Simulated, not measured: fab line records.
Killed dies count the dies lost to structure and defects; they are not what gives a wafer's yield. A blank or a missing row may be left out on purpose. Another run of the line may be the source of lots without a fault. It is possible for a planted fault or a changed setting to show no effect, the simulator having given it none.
Which tool was responsible? / flow sky130 / Sampling: 12 lots, 36 wafers, 4 of 708 route steps

## WHAT THE GAUGES SHOWED, per wafer
SKY_VIA3_THK_MEAS_01.
lot=L170; measured=day 39 02:48; on=film metro-03; VIA3_HDPCVD_THK (nm)=1647 1610 1629
lot=L171; measured=day 39 09:25; on=film metro-01; VIA3_HDPCVD_THK (nm)=1628 1622 1618
lot=L173; measured=day 39 20:35; on=film metro-01; VIA3_HDPCVD_THK (nm)=1626 1621 1640
lot=L172; measured=day 39 22:30; on=film metro-04; VIA3_HDPCVD_THK (nm)=1640 1626 1621
lot=L174; measured=day 40 06:35; on=film metro-01; VIA3_HDPCVD_THK (nm)=1650 1643 1651
lot=L177; measured=day 40 22:58; on=film metro-01; VIA3_HDPCVD_THK (nm)=1626 1644 1634
lot=L178; measured=day 41 06:47; on=film metro-03; VIA3_HDPCVD_THK (nm)=1646 1635 1631
lot=L179; measured=day 41 18:42; on=film metro-04; VIA3_HDPCVD_THK (nm)=1637 1639 1642
lot=L183; measured=day 42 18:49; on=film metro-03; VIA3_HDPCVD_THK (nm)=1625 1645 1662
lot=L184; measured=day 43 01:00; on=film metro-01; VIA3_HDPCVD_THK (nm)=1632 1199 1227
lot=L186; measured=day 43 15:49; on=film metro-03; VIA3_HDPCVD_THK (nm)=1208 1618 1635
lot=L191; measured=day 44 18:50; on=film metro-01; VIA3_HDPCVD_THK (nm)=1639 1657 1658

SKY_VIA3_OVL_MEAS_13.
lot=L170; measured=day 40 03:56; on=overlay-01; VIA3_OVL (nm)=0 -3 -3
lot=L171; measured=day 40 10:17; on=overlay-01; VIA3_OVL (nm)=3 -5 2
lot=L173; measured=day 40 21:51; on=overlay-02; VIA3_OVL (nm)=-3 -6 -5
lot=L172; measured=day 40 23:31; on=overlay-01; VIA3_OVL (nm)=-3 6 2
lot=L174; measured=day 41 08:08; on=overlay-02; VIA3_OVL (nm)=4 3 5
lot=L177; measured=day 41 23:23; on=overlay-01; VIA3_OVL (nm)=-2 0 -5
lot=L178; measured=day 42 06:58; on=overlay-01; VIA3_OVL (nm)=1 -10 -1
lot=L179; measured=day 42 17:53; on=overlay-01; VIA3_OVL (nm)=1 2 1
lot=L183; measured=day 43 18:26; on=overlay-01; VIA3_OVL (nm)=9 3 2
lot=L184; measured=day 44 00:56; on=overlay-02; VIA3_OVL (nm)=-4 1 0
lot=L186; measured=day 44 15:44; on=overlay-02; VIA3_OVL (nm)=-14 -7 -6
lot=L191; measured=day 45 16:53; on=overlay-02; VIA3_OVL (nm)=3 -2 3

## TOOL THAT RAN EACH LOT (tool first, then ch and the chambers of the sampled wafers, then the start)
lot=L170; SKY_VIA2_CVD_21=cvd w-01 ch 0,1, day 36 21:37; SKY_VIA3_HDPCVD_00=hdpcvd-02 ch 1,2, day 39 02:37
lot=L171; SKY_VIA2_CVD_21=cvd w-02 ch 0,1, day 37 04:52; SKY_VIA3_HDPCVD_00=hdpcvd-01 ch 0,2, day 39 09:14
lot=L173; SKY_VIA2_CVD_21=cvd w-01 ch 0,1, day 37 16:27; SKY_VIA3_HDPCVD_00=hdpcvd-01 ch 0,1,2, day 39 20:28
lot=L172; SKY_VIA2_CVD_21=cvd w-01 ch 0,1, day 37 17:50; SKY_VIA3_HDPCVD_00=hdpcvd-02 ch 0,1, day 39 22:20
lot=L174; SKY_VIA2_CVD_21=cvd w-01 ch 0,1, day 38 02:04; SKY_VIA3_HDPCVD_00=hdpcvd-02 ch 0,1, day 40 06:25
lot=L177; SKY_VIA2_CVD_21=cvd w-01 ch 0,1, day 38 17:43; SKY_VIA3_HDPCVD_00=hdpcvd-01 ch 0,1,2, day 40 22:47
lot=L178; SKY_VIA2_CVD_21=cvd w-01 ch 0,1, day 39 02:56; SKY_VIA3_HDPCVD_00=hdpcvd-01 ch 0,2, day 41 06:37
lot=L179; SKY_VIA2_CVD_21=cvd w-01 ch 0,1, day 39 15:34; SKY_VIA3_HDPCVD_00=hdpcvd-01 ch 0,1, day 41 18:26
lot=L183; SKY_VIA2_CVD_21=cvd w-02 ch 0,1, day 40 17:49; SKY_VIA3_HDPCVD_00=hdpcvd-02 ch 0,1, day 42 18:38
lot=L184; SKY_VIA2_CVD_21=cvd w-01 ch 0,1, day 40 23:58; SKY_VIA3_HDPCVD_00=hdpcvd-02 ch 0,1,2, day 43 00:50
lot=L186; SKY_VIA2_CVD_21=cvd w-01 ch 0,1, day 41 14:34; SKY_VIA3_HDPCVD_00=hdpcvd-02 ch 0,1,2, day 43 15:38
lot=L191; SKY_VIA2_CVD_21=cvd w-02 ch 1, day 42 18:24; SKY_VIA3_HDPCVD_00=hdpcvd-01 ch 0,1,2, day 44 18:40
- SKY_VIA2_CVD_21: deposits W, target thk 420 nm, time 126.4 s.
- SKY_VIA3_HDPCVD_00: deposits SiO2, target thk 1635 nm, time 272.5 s.

## WHAT THE TOOLS THEMSELVES READ (means of the sampled wafers that have a number; where no wafer has one, the mark that the record gives instead)
SKY_VIA2_CVD_21.
lot=L170; tool=cvd w-01; heater power w (W)=863
lot=L171; tool=cvd w-02; heater power w (W)=989
lot=L173; tool=cvd w-01; heater power w (W)=860
lot=L172; tool=cvd w-01; heater power w (W)=870
lot=L174; tool=cvd w-01; heater power w (W)=847
lot=L177; tool=cvd w-01; heater power w (W)=860
lot=L178; tool=cvd w-01; heater power w (W)=845
lot=L179; tool=cvd w-01; heater power w (W)=856
lot=L183; tool=cvd w-02; heater power w (W)=941
lot=L184; tool=cvd w-01; heater power w (W)=836
lot=L186; tool=cvd w-01; heater power w (W)=868
lot=L191; tool=cvd w-02; heater power w (W)=913

SKY_VIA3_HDPCVD_00.
lot=L170; tool=hdpcvd-02; sih4 flow sccm (sccm)=59.95
lot=L171; tool=hdpcvd-01; sih4 flow sccm (sccm)=60.11
lot=L173; tool=hdpcvd-01; sih4 flow sccm (sccm)=60.11
lot=L172; tool=hdpcvd-02; sih4 flow sccm (sccm)=60.12
lot=L174; tool=hdpcvd-02; sih4 flow sccm (sccm)=60.04
lot=L177; tool=hdpcvd-01; sih4 flow sccm (sccm)=59.84
lot=L178; tool=hdpcvd-01; sih4 flow sccm (sccm)=60.07
lot=L179; tool=hdpcvd-01; sih4 flow sccm (sccm)=60.26
lot=L183; tool=hdpcvd-02; sih4 flow sccm (sccm)=59.93
lot=L184; tool=hdpcvd-02; sih4 flow sccm (sccm)=59.91
lot=L186; tool=hdpcvd-02; sih4 flow sccm (sccm)=59.95
lot=L191; tool=hdpcvd-01; sih4 flow sccm (sccm)=60.19

## THE ANSWER, worked out from the rows above alone
Rule: usual is defined by the lots themselves. The widest of any qualifying gaps counts: lots, ordered by their means at a reading, are off when they make up no more than a third of the lots, leave a main group of 4 or more, and stand apart from it by 3 or more times the standard deviation of that group's means. If all means in a main group match to the digits the tables above print for the reading, that group is not used. A lot without any number at a reading at which 4 lots or more have one is off too. The other lots that the step has rows for count as sound. After the gauges, taken in route order, come the tools' own readings; for these a lot's mean is taken, as printed above. The first step at which some lot is off is used, and at that step the reading that is off furthest; a lot without a number counts as furthest.
Off: at SKY_VIA3_THK_MEAS_01 (VIA3_HDPCVD_THK), L184, L186. For the main group the mean is 1636 nm and the standard deviation 8.9.
If a tool, at a process step before that reading, ran all the lots that are off and no sound lot after the first of them, it fits. Gauges at SKY_VIA3_THK_MEAS_01: tried the same way as those tools. This does not decide it: 2 tools fit, namely cvd w-01 at SKY_VIA2_CVD_21 and hdpcvd-02 at SKY_VIA3_HDPCVD_00.

## WHAT WAS PUT IN BY THE SIMULATOR
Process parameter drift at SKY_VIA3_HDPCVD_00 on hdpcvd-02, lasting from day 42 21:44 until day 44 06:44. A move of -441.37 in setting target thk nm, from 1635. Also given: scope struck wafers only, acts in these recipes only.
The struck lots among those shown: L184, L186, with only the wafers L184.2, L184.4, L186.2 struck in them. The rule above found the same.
